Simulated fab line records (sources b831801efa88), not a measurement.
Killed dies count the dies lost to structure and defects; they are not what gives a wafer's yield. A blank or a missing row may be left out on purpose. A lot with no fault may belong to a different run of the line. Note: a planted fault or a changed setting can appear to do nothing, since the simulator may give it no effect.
fab line records || flow sfqLine
record {"lots": 6, "wafers": 18, "lastDay": 100}
route steps=325 shown M1@72 I1@73
lots that met no fault: taken from a fault-free run of the same line
startH: start of the lot's first displayed wafer, in hours after the record's first day || waitH: hours elapsed since this lot's preceding step || " same as the row above || L1.1+2: several wafers, shown together as one row || - value missing, or start not given || * or withheld: withheld || < > ~ a bound
route shown NAME@n: NAME is a module with steps in the file, n the number in the route of the first one || usual: mean/standard deviation taken from wafers without a fault || same: alike in all rows || chamber/n: place in a boat || sites: readings site by site || _std_site: the values' standard deviation || _edge_site: the outer-site mean with the inner-site mean subtracted || radiusMm: how far each site lies from the wafer's centre || mask NAME#n: copy n || behind: the most recent tool/chamber to have shaped the wafer || hold: the reason the lot was held/the length of the hold in hours/how it ended || device: transistor that didn't switch, given as n, p or np || end of line: tests run on the same wafers once the route is complete || a step given without rows: its recipe and nothing more || killed: at the first sort, the dies lost to defects and structure; wafer yield is something else || map: shows each die of a wafer: x if killed, . if not, _ if none is there
set.NAME: the run value of the setting; set.NAME@STEP: its run value at that earlier step || model.NAME: the simulator's own value behind a step, which no gauge read
certain route steps with their lots: each step a table, each wafer a row
services: the hour from which a tool's chamber was out of use, counted from the record's first day as startH (under 0 if before that day), plus the number of hours and why
## steps
# step SFQ_TRILAYER_M1_STRIP_SOLV_CLEAN_044
# recipe {"chemistry": "NMP", "tempC": 70, "timeS": 600}
# step SFQ_TRILAYER_I1_DEP_PECVD_045
# recipe {"material": "SiO2", "tempC": 150, "timeS": 111.11, "pressureTorr": 2.4, "rfW": 183.3, "precursor": "SiH4/N2O", "targetThkNm": 500}
# usual {"heaterPowerW": "89/9.2", "throttleValvePct": "24.9/0.98"}
# same {"timeS": 111.11}
{"lot.wafer": "L137.1", "tool": "pecvd-01", "chamber": 0, "startH": 605.71, "waitH": 0.0, "heaterPowerW": 107, "throttleValvePct": 24.7}
{"lot.wafer": "L137.3", "tool": "pecvd-01", "chamber": 2, "startH": 605.71, "waitH": 0.0, "heaterPowerW": 83, "throttleValvePct": 24.2}
{"lot.wafer": "L137.5", "tool": "pecvd-01", "chamber": 0, "startH": 605.71, "waitH": 0.0, "heaterPowerW": 88, "throttleValvePct": 24.9}
{"lot.wafer": "L142.1", "tool": "pecvd-01", "chamber": 2, "startH": 678.36, "waitH": 0.0, "heaterPowerW": 75, "throttleValvePct": 24.4}
{"lot.wafer": "L142.2", "tool": "pecvd-01", "chamber": 1, "startH": 678.36, "waitH": 0.0, "heaterPowerW": 84, "throttleValvePct": 24.4}
{"lot.wafer": "L142.5", "tool": "pecvd-01", "chamber": 1, "startH": 678.36, "waitH": 0.0, "heaterPowerW": 87, "throttleValvePct": 24.1}
{"lot.wafer": "L143.2", "tool": "pecvd-01", "chamber": 1, "startH": 691.16, "waitH": 0.0, "heaterPowerW": 81, "throttleValvePct": 23.9}
{"lot.wafer": "L143.4", "tool": "pecvd-01", "chamber": 0, "startH": 691.16, "waitH": 0.0, "heaterPowerW": 101, "throttleValvePct": 24.6}
{"lot.wafer": "L143.6", "tool": "pecvd-01", "chamber": 1, "startH": 691.16, "waitH": 0.0, "heaterPowerW": 84, "throttleValvePct": 24.2}
{"lot.wafer": "L144.1", "tool": "pecvd-04", "chamber": 0, "startH": 697.14, "waitH": 0.0, "heaterPowerW": 93, "throttleValvePct": 26.1}
{"lot.wafer": "L144.2", "tool": "pecvd-04", "chamber": 2, "startH": 697.14, "waitH": 0.0, "heaterPowerW": 96, "throttleValvePct": 23.6}
{"lot.wafer": "L144.5", "tool": "pecvd-04", "chamber": 2, "startH": 697.14, "waitH": 0.0, "heaterPowerW": 80, "throttleValvePct": 23.7}
{"lot.wafer": "L150.2", "tool": "pecvd-04", "chamber": 1, "startH": 752.76, "waitH": 0.0, "heaterPowerW": 85, "throttleValvePct": 25.9}
{"lot.wafer": "L150.3", "tool": "pecvd-04", "chamber": 2, "startH": 752.76, "waitH": 0.0, "heaterPowerW": 96, "throttleValvePct": 23.7}
{"lot.wafer": "L150.5", "tool": "pecvd-04", "chamber": 1, "startH": 752.76, "waitH": 0.0, "heaterPowerW": 68, "throttleValvePct": 25.8}
{"lot.wafer": "L151.1", "tool": "pecvd-01", "chamber": 1, "startH": 766.33, "waitH": 0.0, "heaterPowerW": 80, "throttleValvePct": 24.4}
{"lot.wafer": "L151.2", "tool": "pecvd-01", "chamber": 2, "startH": 766.33, "waitH": 0.0, "heaterPowerW": 81, "throttleValvePct": 25.0}
{"lot.wafer": "L151.4", "tool": "pecvd-01", "chamber": 0, "startH": 766.33, "waitH": 0.0, "heaterPowerW": 96, "throttleValvePct": 25.0}
# step SFQ_TRILAYER_I1_CMP_CMP_046
# recipe {"material": "SiO2", "downForcePsi": 3, "platenRpm": 60, "padVelocityMS": 0.94248}
# usual {"motorCurrentA": "10.5/0.75", "timeToEndpointS": "217/8.2"}
{"lot.wafer": "L137.3", "tool": "cmp-02", "chamber": 2, "startH": 605.79, "waitH": 0.0, "motorCurrentA": 9.7, "timeToEndpointS": 219}
{"lot.wafer": "L137.1", "tool": "cmp-02", "chamber": 3, "startH": 605.79, "waitH": 0.0, "motorCurrentA": 11.7, "timeToEndpointS": 228}
{"lot.wafer": "L137.5", "tool": "cmp-02", "chamber": 3, "startH": 608.29, "waitH": 2.5, "motorCurrentA": 11.2, "timeToEndpointS": 237}
{"lot.wafer": "L142.2", "tool": "cmp-01", "chamber": 0, "startH": 687.46, "waitH": 9.1, "motorCurrentA": 10.6, "timeToEndpointS": 219}
{"lot.wafer": "L142.1", "tool": "cmp-01", "chamber": 3, "startH": 688.96, "waitH": 10.6, "motorCurrentA": 10.1, "timeToEndpointS": 199}
{"lot.wafer": "L142.5", "tool": "cmp-01", "chamber": 0, "startH": 688.96, "waitH": 10.6, "motorCurrentA": 9.6, "timeToEndpointS": 231}
{"lot.wafer": "L143.4", "tool": "cmp-01", "chamber": 3, "startH": 700.88, "waitH": 9.6, "motorCurrentA": 10.1, "timeToEndpointS": 212}
{"lot.wafer": "L143.2", "tool": "cmp-01", "chamber": 1, "startH": 701.88, "waitH": 10.7, "motorCurrentA": 11.2, "timeToEndpointS": 204}
{"lot.wafer": "L143.6", "tool": "cmp-01", "chamber": 0, "startH": 703.38, "waitH": 12.1, "motorCurrentA": 9.9, "timeToEndpointS": 226}
{"lot.wafer": "L144.2", "tool": "cmp-01", "chamber": 0, "startH": 710.38, "waitH": 13.2, "motorCurrentA": 9.7, "timeToEndpointS": 216}
{"lot.wafer": "L144.1", "tool": "cmp-01", "chamber": 1, "startH": 710.38, "waitH": 13.2, "motorCurrentA": 12.1, "timeToEndpointS": 207}
{"lot.wafer": "L144.5", "tool": "cmp-01", "chamber": 0, "startH": 712.38, "waitH": 15.2, "motorCurrentA": 10.0, "timeToEndpointS": 215}
{"lot.wafer": "L150.2", "tool": "cmp-01", "chamber": 0, "startH": 752.84, "waitH": 0.0, "motorCurrentA": 9.7, "timeToEndpointS": 219}
{"lot.wafer": "L150.3", "tool": "cmp-01", "chamber": 1, "startH": 752.84, "waitH": 0.0, "motorCurrentA": 11.4, "timeToEndpointS": 214}
{"lot.wafer": "L150.5", "tool": "cmp-01", "chamber": 1, "startH": 755.34, "waitH": 2.5, "motorCurrentA": 11.6, "timeToEndpointS": 223}
{"lot.wafer": "L151.2", "tool": "cmp-02", "chamber": 3, "startH": 767.60, "waitH": 1.2, "motorCurrentA": 11.2, "timeToEndpointS": 209}
{"lot.wafer": "L151.4", "tool": "cmp-02", "chamber": 0, "startH": 767.60, "waitH": 1.2, "motorCurrentA": 10.0, "timeToEndpointS": 219}
{"lot.wafer": "L151.1", "tool": "cmp-02", "chamber": 1, "startH": 767.60, "waitH": 1.2, "motorCurrentA": 11.3, "timeToEndpointS": 204}
# step SFQ_I1_BOW_MEAS_912
# recipe {"mode": "bow"}
# usual {"I1_BOW": "2/8"}
{"lot.wafer": "L137.1", "tool": "filmMetro-03", "chamber": "-", "startH": 608.79, "waitH": 2.0, "I1_BOW[um]": 4}
{"lot.wafer": "L137.3", "tool": "filmMetro-03", "chamber": "-", "startH": 608.79, "waitH": 2.0, "I1_BOW[um]": 13}
{"lot.wafer": "L137.5", "tool": "filmMetro-03", "chamber": "-", "startH": 608.79, "waitH": 2.0, "I1_BOW[um]": 4}
{"lot.wafer": "L142.1", "tool": "filmMetro-03", "chamber": "-", "startH": 690.46, "waitH": 1.0, "I1_BOW[um]": 15}
{"lot.wafer": "L142.2", "tool": "filmMetro-03", "chamber": "-", "startH": 690.46, "waitH": 1.0, "I1_BOW[um]": 4}
{"lot.wafer": "L142.5", "tool": "filmMetro-03", "chamber": "-", "startH": 690.46, "waitH": 1.0, "I1_BOW[um]": 2}
{"lot.wafer": "L143.2", "tool": "filmMetro-04", "chamber": "-", "startH": 703.90, "waitH": 1.5, "I1_BOW[um]": 8}
{"lot.wafer": "L143.4", "tool": "filmMetro-04", "chamber": "-", "startH": 703.90, "waitH": 1.5, "I1_BOW[um]": -1}
{"lot.wafer": "L143.6", "tool": "filmMetro-04", "chamber": "-", "startH": 703.90, "waitH": 1.5, "I1_BOW[um]": 12}
{"lot.wafer": "L144.1", "tool": "filmMetro-04", "chamber": "-", "startH": 712.88, "waitH": 1.5, "I1_BOW[um]": -1}
{"lot.wafer": "L144.2", "tool": "filmMetro-04", "chamber": "-", "startH": 712.88, "waitH": 1.5, "I1_BOW[um]": -10}
{"lot.wafer": "L144.5", "tool": "filmMetro-04", "chamber": "-", "startH": 712.88, "waitH": 1.5, "I1_BOW[um]": 2}
{"lot.wafer": "L150.2", "tool": "filmMetro-02", "chamber": "-", "startH": 755.86, "waitH": 2.5, "I1_BOW[um]": 2}
{"lot.wafer": "L150.3", "tool": "filmMetro-02", "chamber": "-", "startH": 755.86, "waitH": 2.5, "I1_BOW[um]": 7}
{"lot.wafer": "L150.5", "tool": "filmMetro-02", "chamber": "-", "startH": 755.86, "waitH": 2.5, "I1_BOW[um]": 6}
{"lot.wafer": "L151.1", "tool": "filmMetro-04", "chamber": "-", "startH": 770.60, "waitH": 1.5, "I1_BOW[um]": -1}
{"lot.wafer": "L151.2", "tool": "filmMetro-04", "chamber": "-", "startH": 770.60, "waitH": 1.5, "I1_BOW[um]": 4}
{"lot.wafer": "L151.4", "tool": "filmMetro-04", "chamber": "-", "startH": 770.60, "waitH": 1.5, "I1_BOW[um]": 12}
# step SFQ_TRILAYER_I1_METRO_MEASURE_047
# usual {"thkNm": "199.7/1.2"}
{"lot.wafer": "L137.1", "tool": "filmMetro-03", "chamber": "-", "startH": 608.91, "waitH": 0.1, "thkNm": 202.0}
{"lot.wafer": "L137.3", "tool": "filmMetro-03", "chamber": "-", "startH": 608.91, "waitH": 0.1, "thkNm": 200.8}
{"lot.wafer": "L137.5", "tool": "filmMetro-03", "chamber": "-", "startH": 608.91, "waitH": 0.1, "thkNm": 202.3}
{"lot.wafer": "L142.1", "tool": "filmMetro-03", "chamber": "-", "startH": 690.58, "waitH": 0.1, "thkNm": 197.6}
{"lot.wafer": "L142.2", "tool": "filmMetro-03", "chamber": "-", "startH": 690.58, "waitH": 0.1, "thkNm": 200.0}
{"lot.wafer": "L142.5", "tool": "filmMetro-03", "chamber": "-", "startH": 690.58, "waitH": 0.1, "thkNm": 199.2}
{"lot.wafer": "L143.2", "tool": "filmMetro-04", "chamber": "-", "startH": 704.20, "waitH": 0.3, "thkNm": 198.5}
{"lot.wafer": "L143.4", "tool": "filmMetro-04", "chamber": "-", "startH": 704.20, "waitH": 0.3, "thkNm": 197.9}
{"lot.wafer": "L143.6", "tool": "filmMetro-04", "chamber": "-", "startH": 704.20, "waitH": 0.3, "thkNm": 199.6}
{"lot.wafer": "L144.1", "tool": "filmMetro-04", "chamber": "-", "startH": 713.00, "waitH": 0.1, "thkNm": 199.6}
{"lot.wafer": "L144.2", "tool": "filmMetro-04", "chamber": "-", "startH": 713.00, "waitH": 0.1, "thkNm": 198.7}
{"lot.wafer": "L144.5", "tool": "filmMetro-04", "chamber": "-", "startH": 713.00, "waitH": 0.1, "thkNm": 198.3}
{"lot.wafer": "L150.2", "tool": "filmMetro-02", "chamber": "-", "startH": 756.16, "waitH": 0.3, "thkNm": 201.3}
{"lot.wafer": "L150.3", "tool": "filmMetro-02", "chamber": "-", "startH": 756.16, "waitH": 0.3, "thkNm": 200.9}
{"lot.wafer": "L150.5", "tool": "filmMetro-02", "chamber": "-", "startH": 756.16, "waitH": 0.3, "thkNm": 200.5}
{"lot.wafer": "L151.1", "tool": "filmMetro-04", "chamber": "-", "startH": 770.72, "waitH": 0.1, "thkNm": 198.8}
{"lot.wafer": "L151.2", "tool": "filmMetro-04", "chamber": "-", "startH": 770.72, "waitH": 0.1, "thkNm": 200.7}
{"lot.wafer": "L151.4", "tool": "filmMetro-04", "chamber": "-", "startH": 770.72, "waitH": 0.1, "thkNm": 201.0}
# step SFQ_TRILAYER_I1_VIA_LITHO_COAT_054
# recipe {"resist": "BARC", "spinRpm": 3000, "resistThkNm": 62}
# step SFQ_TRILAYER_I1_VIA_LITHO_COAT_049
# recipe {"resist": "KrF", "spinRpm": 3000, "resistThkNm": 650}
# step SFQ_TRILAYER_I1_VIA_LITHO_SOFTBAKE_053
# recipe {"tempC": "withheld", "timeS": "withheld", "resist": "KrF"}
# step SFQ_TRILAYER_I1_VIA_LITHO_EXPOSE_050
# recipe {"maskId": "I1", "na": 0.6, "sourceShape": "conventional", "sigmaOuter": 0.65, "targetCdNm": 500, "doseMj": 21.3}
# step SFQ_TRILAYER_I1_VIA_LITHO_PEB_052
# recipe {"pebTempC": 115, "pebTimeS": 60, "resist": "KrF"}
# step SFQ_TRILAYER_I1_VIA_LITHO_DEVELOP_051
# recipe {"timeS": 60, "resist": "KrF"}
# step SFQ_I1_OVL_MEAS_913
# usual {"I1_OVL": "0/5"}
{"lot.wafer": "L137.1", "tool": "overlay-02", "chamber": "-", "startH": 776.36, "waitH": 0.1, "I1_OVL[nm]": 3}
{"lot.wafer": "L137.3", "tool": "overlay-02", "chamber": "-", "startH": 776.36, "waitH": 0.1, "I1_OVL[nm]": 4}
{"lot.wafer": "L137.5", "tool": "overlay-02", "chamber": "-", "startH": 776.36, "waitH": 0.1, "I1_OVL[nm]": 5}
{"lot.wafer": "L142.1", "tool": "overlay-02", "chamber": "-", "startH": 843.09, "waitH": 0.1, "I1_OVL[nm]": 8}
{"lot.wafer": "L142.2", "tool": "overlay-02", "chamber": "-", "startH": 843.09, "waitH": 0.1, "I1_OVL[nm]": 6}
{"lot.wafer": "L142.5", "tool": "overlay-02", "chamber": "-", "startH": 843.09, "waitH": 0.1, "I1_OVL[nm]": 9}
{"lot.wafer": "L143.2", "tool": "overlay-02", "chamber": "-", "startH": 859.89, "waitH": 0.1, "I1_OVL[nm]": 1}
{"lot.wafer": "L143.4", "tool": "overlay-02", "chamber": "-", "startH": 859.89, "waitH": 0.1, "I1_OVL[nm]": -1}
{"lot.wafer": "L143.6", "tool": "overlay-02", "chamber": "-", "startH": 859.89, "waitH": 0.1, "I1_OVL[nm]": -7}
{"lot.wafer": "L144.1", "tool": "overlay-02", "chamber": "-", "startH": 868.29, "waitH": 0.1, "I1_OVL[nm]": -3}
{"lot.wafer": "L144.2", "tool": "overlay-02", "chamber": "-", "startH": 868.29, "waitH": 0.1, "I1_OVL[nm]": -3}
{"lot.wafer": "L144.5", "tool": "overlay-02", "chamber": "-", "startH": 868.29, "waitH": 0.1, "I1_OVL[nm]": -4}
{"lot.wafer": "L150.2", "tool": "overlay-02", "chamber": "-", "startH": 905.49, "waitH": 0.1, "I1_OVL[nm]": 2}
{"lot.wafer": "L150.3", "tool": "overlay-02", "chamber": "-", "startH": 905.49, "waitH": 0.1, "I1_OVL[nm]": 2}
{"lot.wafer": "L150.5", "tool": "overlay-02", "chamber": "-", "startH": 905.49, "waitH": 0.1, "I1_OVL[nm]": -4}
{"lot.wafer": "L151.1", "tool": "overlay-02", "chamber": "-", "startH": 921.21, "waitH": 0.1, "I1_OVL[nm]": 5}
{"lot.wafer": "L151.2", "tool": "overlay-02", "chamber": "-", "startH": 921.21, "waitH": 0.1, "I1_OVL[nm]": -1}
{"lot.wafer": "L151.4", "tool": "overlay-02", "chamber": "-", "startH": 921.21, "waitH": 0.1, "I1_OVL[nm]": 3}
# step SFQ_TRILAYER_I1_VIA_BARC_OPEN_VIA_ETCH_071
# recipe {"maskMaterial": "PR", "chemistry": "O2", "targetDepthNm": 125, "target": "BARC", "sourceW": 500, "biasW": 80, "pressureMtorr": 30, "timeS": 41.7}
# usual {"drypumpMotorCurrentA": "5.8/0.42", "oesProductAu": "0.685/0.0044"}
# same {"timeS": 41.7}
{"lot.wafer": "L137.1", "tool": "rieDiel-03", "chamber": 0, "startH": 776.40, "waitH": 0.0, "drypumpMotorCurrentA": 5.5, "oesProductAu": 0.680, "rfHoursCounterH": 12, "model.KrF_of_TRILAYER_I1_VIA_LITHO_COAT_049.thkNm": 572.2}
{"lot.wafer": "L137.3", "tool": "rieDiel-03", "chamber": 1, "startH": 776.40, "waitH": 0.0, "drypumpMotorCurrentA": 6.5, "oesProductAu": 0.681, "rfHoursCounterH": 2, "model.KrF_of_TRILAYER_I1_VIA_LITHO_COAT_049.thkNm": 568.3}
{"lot.wafer": "L137.5", "tool": "rieDiel-03", "chamber": 2, "startH": 776.40, "waitH": 0.0, "drypumpMotorCurrentA": 5.5, "oesProductAu": 0.679, "rfHoursCounterH": "-", "model.KrF_of_TRILAYER_I1_VIA_LITHO_COAT_049.thkNm": 569.7}
{"lot.wafer": "L142.1", "tool": "rieDiel-03", "chamber": 3, "startH": 843.12, "waitH": 0.0, "drypumpMotorCurrentA": 5.1, "oesProductAu": 0.684, "rfHoursCounterH": 1, "model.KrF_of_TRILAYER_I1_VIA_LITHO_COAT_049.thkNm": 575.9}
{"lot.wafer": "L142.2", "tool": "rieDiel-03", "chamber": 1, "startH": 843.12, "waitH": 0.0, "drypumpMotorCurrentA": 6.5, "oesProductAu": 0.687, "rfHoursCounterH": 3, "model.KrF_of_TRILAYER_I1_VIA_LITHO_COAT_049.thkNm": 574.7}
{"lot.wafer": "L142.5", "tool": "rieDiel-03", "chamber": 3, "startH": 843.12, "waitH": 0.0, "drypumpMotorCurrentA": 5.1, "oesProductAu": 0.693, "rfHoursCounterH": "-", "model.KrF_of_TRILAYER_I1_VIA_LITHO_COAT_049.thkNm": 575.8}
{"lot.wafer": "L143.2", "tool": "rieDiel-03", "chamber": 1, "startH": 859.92, "waitH": 0.0, "drypumpMotorCurrentA": 6.5, "oesProductAu": 0.684, "rfHoursCounterH": 3, "model.KrF_of_TRILAYER_I1_VIA_LITHO_COAT_049.thkNm": 573.8}
{"lot.wafer": "L143.4", "tool": "rieDiel-03", "chamber": 2, "startH": 859.92, "waitH": 0.0, "drypumpMotorCurrentA": 5.4, "oesProductAu": 0.685, "rfHoursCounterH": 1, "model.KrF_of_TRILAYER_I1_VIA_LITHO_COAT_049.thkNm": 575.6}
{"lot.wafer": "L143.6", "tool": "rieDiel-03", "chamber": 1, "startH": 859.92, "waitH": 0.0, "drypumpMotorCurrentA": 6.5, "oesProductAu": 0.690, "rfHoursCounterH": "-", "model.KrF_of_TRILAYER_I1_VIA_LITHO_COAT_049.thkNm": 575.6}
{"lot.wafer": "L144.1", "tool": "rieDiel-04", "chamber": 1, "startH": 868.32, "waitH": 0.0, "drypumpMotorCurrentA": 6.0, "oesProductAu": 0.689, "rfHoursCounterH": 1, "model.KrF_of_TRILAYER_I1_VIA_LITHO_COAT_049.thkNm": 573.4}
{"lot.wafer": "L144.2", "tool": "rieDiel-04", "chamber": 0, "startH": 868.32, "waitH": 0.0, "drypumpMotorCurrentA": 6.2, "oesProductAu": 0.688, "rfHoursCounterH": 9, "model.KrF_of_TRILAYER_I1_VIA_LITHO_COAT_049.thkNm": 573}
{"lot.wafer": "L144.5", "tool": "rieDiel-04", "chamber": 1, "startH": 868.32, "waitH": 0.0, "drypumpMotorCurrentA": 6.0, "oesProductAu": 0.683, "rfHoursCounterH": "-", "model.KrF_of_TRILAYER_I1_VIA_LITHO_COAT_049.thkNm": 573.9}
{"lot.wafer": "L150.2", "tool": "rieDiel-04", "chamber": 3, "startH": 905.52, "waitH": 0.0, "drypumpMotorCurrentA": 5.7, "oesProductAu": 0.679, "rfHoursCounterH": 2, "model.KrF_of_TRILAYER_I1_VIA_LITHO_COAT_049.thkNm": 574.6}
{"lot.wafer": "L150.3", "tool": "rieDiel-04", "chamber": 2, "startH": 905.52, "waitH": 0.0, "drypumpMotorCurrentA": 5.6, "oesProductAu": 0.690, "rfHoursCounterH": 10, "model.KrF_of_TRILAYER_I1_VIA_LITHO_COAT_049.thkNm": 575.7}
{"lot.wafer": "L150.5", "tool": "rieDiel-04", "chamber": 0, "startH": 905.52, "waitH": 0.0, "drypumpMotorCurrentA": 6.2, "oesProductAu": 0.682, "rfHoursCounterH": "-", "model.KrF_of_TRILAYER_I1_VIA_LITHO_COAT_049.thkNm": 574.9}
{"lot.wafer": "L151.1", "tool": "rieDiel-04", "chamber": 3, "startH": 921.25, "waitH": 0.0, "drypumpMotorCurrentA": 5.7, "oesProductAu": 0.690, "rfHoursCounterH": 2, "model.KrF_of_TRILAYER_I1_VIA_LITHO_COAT_049.thkNm": 571.5}
{"lot.wafer": "L151.2", "tool": "rieDiel-04", "chamber": 1, "startH": 921.25, "waitH": 0.0, "drypumpMotorCurrentA": 6.0, "oesProductAu": 0.691, "rfHoursCounterH": 2, "model.KrF_of_TRILAYER_I1_VIA_LITHO_COAT_049.thkNm": 571.5}
{"lot.wafer": "L151.4", "tool": "rieDiel-04", "chamber": 2, "startH": 921.25, "waitH": 0.0, "drypumpMotorCurrentA": 5.6, "oesProductAu": 0.687, "rfHoursCounterH": 10, "model.KrF_of_TRILAYER_I1_VIA_LITHO_COAT_049.thkNm": 572.8}
# step SFQ_TRILAYER_I1_VIA_ETCH_VIA_ETCH_052
# recipe {"target": "SiO2", "stopOn": "Nb", "maskMaterial": "PR", "taperDeg": 20, "chemistry": "CHF3", "targetDepthNm": 260, "sourceW": 500, "biasW": 80, "pressureMtorr": 30, "timeS": "withheld"}
# usual {"drypumpMotorCurrentA": "5.8/0.43", "oesProductAu": "0.854/0.0054"}
{"lot.wafer": "L137.1", "tool": "rieDiel-03", "chamber": 0, "startH": 776.44, "waitH": 0.0, "drypumpMotorCurrentA": 5.4, "oesProductAu": 0.852}
{"lot.wafer": "L137.3", "tool": "rieDiel-03", "chamber": 1, "startH": 776.44, "waitH": 0.0, "drypumpMotorCurrentA": 6.5, "oesProductAu": 0.854}
{"lot.wafer": "L137.5", "tool": "rieDiel-03", "chamber": 2, "startH": 776.44, "waitH": 0.0, "drypumpMotorCurrentA": 5.4, "oesProductAu": 0.861}
{"lot.wafer": "L142.1", "tool": "rieDiel-03", "chamber": 3, "startH": 843.16, "waitH": 0.0, "drypumpMotorCurrentA": 5.0, "oesProductAu": 0.845}
{"lot.wafer": "L142.2", "tool": "rieDiel-03", "chamber": 1, "startH": 843.16, "waitH": 0.0, "drypumpMotorCurrentA": 6.5, "oesProductAu": 0.856}
{"lot.wafer": "L142.5", "tool": "rieDiel-03", "chamber": 3, "startH": 843.16, "waitH": 0.0, "drypumpMotorCurrentA": 5.1, "oesProductAu": 0.849}
{"lot.wafer": "L143.2", "tool": "rieDiel-03", "chamber": 1, "startH": 859.96, "waitH": 0.0, "drypumpMotorCurrentA": 6.5, "oesProductAu": 0.845}
{"lot.wafer": "L143.4", "tool": "rieDiel-03", "chamber": 2, "startH": 859.96, "waitH": 0.0, "drypumpMotorCurrentA": 5.4, "oesProductAu": 0.841}
{"lot.wafer": "L143.6", "tool": "rieDiel-03", "chamber": 1, "startH": 859.96, "waitH": 0.0, "drypumpMotorCurrentA": 6.5, "oesProductAu": 0.860}
{"lot.wafer": "L144.1", "tool": "rieDiel-04", "chamber": 1, "startH": 868.36, "waitH": 0.0, "drypumpMotorCurrentA": 6.0, "oesProductAu": 0.860}
{"lot.wafer": "L144.2", "tool": "rieDiel-04", "chamber": 0, "startH": 868.36, "waitH": 0.0, "drypumpMotorCurrentA": 6.2, "oesProductAu": 0.849}
{"lot.wafer": "L144.5", "tool": "rieDiel-04", "chamber": 1, "startH": 868.36, "waitH": 0.0, "drypumpMotorCurrentA": 6.0, "oesProductAu": 0.856}
{"lot.wafer": "L150.2", "tool": "rieDiel-04", "chamber": 3, "startH": 905.56, "waitH": 0.0, "drypumpMotorCurrentA": 5.7, "oesProductAu": 0.862}
{"lot.wafer": "L150.3", "tool": "rieDiel-04", "chamber": 2, "startH": 905.56, "waitH": 0.0, "drypumpMotorCurrentA": 5.6, "oesProductAu": 0.859}
{"lot.wafer": "L150.5", "tool": "rieDiel-04", "chamber": 0, "startH": 905.56, "waitH": 0.0, "drypumpMotorCurrentA": 6.2, "oesProductAu": 0.850}
{"lot.wafer": "L151.1", "tool": "rieDiel-04", "chamber": 3, "startH": 921.29, "waitH": 0.0, "drypumpMotorCurrentA": 5.7, "oesProductAu": 0.858}
{"lot.wafer": "L151.2", "tool": "rieDiel-04", "chamber": 1, "startH": 921.29, "waitH": 0.0, "drypumpMotorCurrentA": 6.0, "oesProductAu": 0.858}
{"lot.wafer": "L151.4", "tool": "rieDiel-04", "chamber": 2, "startH": 921.29, "waitH": 0.0, "drypumpMotorCurrentA": 5.6, "oesProductAu": 0.856}
## services
{"tool": "pecvd-01", "chamber": "-", "startH": 592.43, "hours": 1.7, "kind": "repair"}
{"tool": "cmp-01", "chamber": "-", "startH": 610.96, "hours": 17.5, "kind": "repair"}
{"tool": "cmp-01", "chamber": "-", "startH": 628.45, "hours": 5.0, "kind": "pm"}
{"tool": "rieDiel-03", "chamber": 2, "startH": 665.16, "hours": 5.6, "kind": "repair"}
{"tool": "cmp-01", "chamber": "-", "startH": 692.46, "hours": 0.6, "kind": "repair"}
{"tool": "cmp-01", "chamber": "-", "startH": 697.03, "hours": 3.8, "kind": "repair"}
{"tool": "rieDiel-03", "chamber": 1, "startH": 704.94, "hours": 4.7, "kind": "repair"}
{"tool": "cmp-01", "chamber": "-", "startH": 712.88, "hours": 7.0, "kind": "pm"}
{"tool": "rieDiel-04", "chamber": 3, "startH": 718.31, "hours": 15.3, "kind": "repair"}
{"tool": "rieDiel-04", "chamber": 2, "startH": 732.77, "hours": 26.0, "kind": "repair"}
{"tool": "cmp-01", "chamber": "-", "startH": 745.02, "hours": 4.0, "kind": "pm"}
{"tool": "rieDiel-03", "chamber": "-", "startH": 765.76, "hours": 1.0, "kind": "repair"}
{"tool": "rieDiel-04", "chamber": 1, "startH": 776.95, "hours": 3.0, "kind": "repair"}
{"tool": "pecvd-01", "chamber": "-", "startH": 782.11, "hours": 6.0, "kind": "pm"}
{"tool": "rieDiel-04", "chamber": "-", "startH": 792.95, "hours": 14.6, "kind": "pm"}
{"tool": "rieDiel-04", "chamber": "-", "startH": 831.75, "hours": 3.2, "kind": "repair"}
{"tool": "pecvd-01", "chamber": 2, "startH": 837.32, "hours": 26.4, "kind": "repair"}
{"tool": "cmp-01", "chamber": "-", "startH": 843.19, "hours": 1.1, "kind": "repair"}
{"tool": "cmp-01", "chamber": "-", "startH": 851.27, "hours": 12.6, "kind": "pm"}
{"tool": "pecvd-01", "chamber": 1, "startH": 861.08, "hours": 11.0, "kind": "repair"}
{"tool": "cmp-01", "chamber": "-", "startH": 872.27, "hours": 0.9, "kind": "repair"}
{"tool": "cmp-01", "chamber": "-", "startH": 885.71, "hours": 1.6, "kind": "repair"}
{"tool": "rieDiel-03", "chamber": 2, "startH": 899.88, "hours": 3.3, "kind": "repair"}
{"tool": "rieDiel-04", "chamber": 0, "startH": 914.69, "hours": 1.4, "kind": "repair"}
## key
firstSign none at tools or gauges
modelEffect {"step": "SFQ_TRILAYER_I1_VIA_BARC_OPEN_VIA_ETCH_071", "value": "KrF_of_TRILAYER_I1_VIA_LITHO_COAT_049.thkNm", "without": 572.1, "struck": 575.3}
metAt SFQ_TRILAYER_I1_VIA_BARC_OPEN_VIA_ETCH_071
struckWafers L142.1,L142.2,L142.5,L143.2,L143.4,L143.6
onsetBetween 776.40 843.12
fault {"kind": "processParameterDrift", "tool": "rieDiel-03", "chamber": "-", "onsetH": 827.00, "steps": "SFQ_TRILAYER_I1_VIA_BARC_OPEN_VIA_ETCH_071", "channel": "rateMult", "offset": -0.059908, "shape": "step", "endH": 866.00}
